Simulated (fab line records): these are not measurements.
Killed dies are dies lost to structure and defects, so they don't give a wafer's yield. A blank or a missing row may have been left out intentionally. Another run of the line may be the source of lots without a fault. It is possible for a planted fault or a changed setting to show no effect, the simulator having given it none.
Chamber matching / flow sky130 / 4 sister chambers for SKY_VIA4_CMP_21 on cmp-01
The step polishes, stops on SiO2, t overpolish 25 s, target thk 0 nm. 4 wafers are shown with their chamber, then 9 later ones without.

== WAFERS WITH THEIR CHAMBER ==
wafer=L435.2; chamber=3; motor current A (A)=12.7
wafer=L436.1; chamber=2; motor current A (A)=11.4
wafer=L436.2; chamber=0; motor current A (A)=10.6
wafer=L436.3; chamber=1; motor current A (A)=10.1

== WAFERS WITH NO CHAMBER GIVEN ==
wafer=L438.1; motor current A (A)=13.4
wafer=L438.2; motor current A (A)=11.1
wafer=L438.3; motor current A (A)=9.8
wafer=L445.2; motor current A (A)=9.8
wafer=L445.3; motor current A (A)=11.4
wafer=L445.5; motor current A (A)=11.4
wafer=L451.1; motor current A (A)=10.0
wafer=L451.3; motor current A (A)=10.9
wafer=L451.6; motor current A (A)=11.3

== CHAMBER TAKEN BY EACH ==
wafer=L438.1; from the rows above=3; in truth=3
wafer=L438.2; from the rows above=can't be placed: 2 or 0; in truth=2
wafer=L438.3; from the rows above=can't be placed: 1 or 0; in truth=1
wafer=L445.2; from the rows above=can't be placed: 1 or 0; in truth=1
wafer=L445.3; from the rows above=2; in truth=2
wafer=L445.5; from the rows above=2; in truth=2
wafer=L451.1; from the rows above=can't be placed: 1 or 0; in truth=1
wafer=L451.3; from the rows above=can't be placed: 0 or 2 or 1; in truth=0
wafer=L451.6; from the rows above=can't be placed: 2 or 0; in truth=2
Correctly placed: 3 of 9. These rows do not allow placing 6 (true chamber among the candidates in 6). 0 placed wrongly.
How it was worked out, from the rows above alone: a wafer's distance from a chamber is the root of the sum, over the readings, of the square of ((its reading less the chamber's mean) divided by the reading's scatter). The wafer belongs to the nearest chamber; if the next one is less than 2 further off, it can't be placed. For every chamber, the mean is computed from those of its wafers that are shown. The scatter: root of mean squared gap, hidden wafer to nearest shown wafer, with one shown wafer a chamber.
